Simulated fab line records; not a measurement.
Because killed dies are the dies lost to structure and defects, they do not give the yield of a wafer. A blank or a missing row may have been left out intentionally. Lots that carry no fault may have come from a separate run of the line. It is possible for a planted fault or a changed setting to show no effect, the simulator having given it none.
2 desks, one fault || flow gf180mcu || every desk sees just its own numbers, and what lay behind them comes last

== AT THE METROLOGY DESK ==
Lot by lot, what the gauges showed, no matter which tool ran the lot: averages of those sampled wafers that carry a number. Marked OUT: a lot whose mean sits more than 4 standard deviations from the usual mean, which makes it out of limits; the brackets give that distance.
Columns: A = V4_W_RS at GF_V4_RS_MEAS_24, usual 0.328 ohm/sq
{"lot": "L453", "first seen here": "day 24 09:37", "A": 0.325}
{"lot": "L454", "first seen here": "day 24 19:10", "A": 0.322}
{"lot": "L455", "first seen here": "day 25 07:21", "A": 0.326}
{"lot": "L456", "first seen here": "day 25 17:24", "A": 0.330}
{"lot": "L459", "first seen here": "day 27 03:41", "A": 0.327}
{"lot": "L461", "first seen here": "day 27 10:31", "A": 0.326}
{"lot": "L470", "first seen here": "day 30 04:10", "A": 0.331}
{"lot": "L472", "first seen here": "day 30 09:44", "A": 0.324}
{"lot": "L471", "first seen here": "day 30 14:10", "A": 0.329}
{"lot": "L473", "first seen here": "day 30 22:37", "A": 0.327}
{"lot": "L474", "first seen here": "day 31 02:35", "A": 0.329}
Result from this desk: across the 11 lots, nothing is out of limits.

== DESK OF THE TOOL OWNER: rie metal-03 ==
The tool's own readings at GF_M5_METAL_ETCH_10 (etches the open film in Cl2/BCl3, stops on SiO2, target depth 750.8 nm, time 125.1 s): means of the sampled wafers that have a number, for each lot that ran on this tool. Marked OUT: a lot whose mean sits more than 4 standard deviations from the usual mean, which makes it out of limits; the brackets give that distance.
Columns: A = bcl3 flow sccm at GF_M5_METAL_ETCH_10, usual 39.99 sccm; B = bias w at GF_M5_METAL_ETCH_10, usual 139.9 W; C = drypump motor current A at GF_M5_METAL_ETCH_10, usual 5.5 A; D = oes product au at GF_M5_METAL_ETCH_10, usual 0.989 a.u.; E = throttle valve pct at GF_M5_METAL_ETCH_10, usual 28.230 %
{"lot": "L453", "first seen here": "day 26 05:52", "A": 40.12, "B": 140.3, "C": 5.6, "D": 0.992, "E": 28.228}
{"lot": "L454", "first seen here": "day 26 14:25", "A": 40.04, "B": 139.5, "C": 5.6, "D": 0.988, "E": 28.226}
{"lot": "L455", "first seen here": "day 27 03:10", "A": 40.01, "B": 140.0, "C": 5.4, "D": 0.994, "E": 28.221}
{"lot": "L461", "first seen here": "day 29 02:36", "A": 40.02, "B": 140.0, "C": 5.7, "D": 0.988, "E": 28.225}
{"lot": "L472", "first seen here": "day 31 22:16", "A": 39.91, "B": 140.0, "C": 5.0, "D": 0.990, "E": 28.231}
{"lot": "L474", "first seen here": "day 32 14:02", "A": 39.92, "B": 139.8, "C": 5.0, "D": 0.994, "E": 28.228}
Result from this desk: across the 6 lots, nothing is out of limits.

== PUT TOGETHER ==
The metrology desk saw nothing out of limits.
The desk of the tool owner found nothing out of limits.

== WHAT HAD BEEN PUT IN BY THE SIMULATOR ==
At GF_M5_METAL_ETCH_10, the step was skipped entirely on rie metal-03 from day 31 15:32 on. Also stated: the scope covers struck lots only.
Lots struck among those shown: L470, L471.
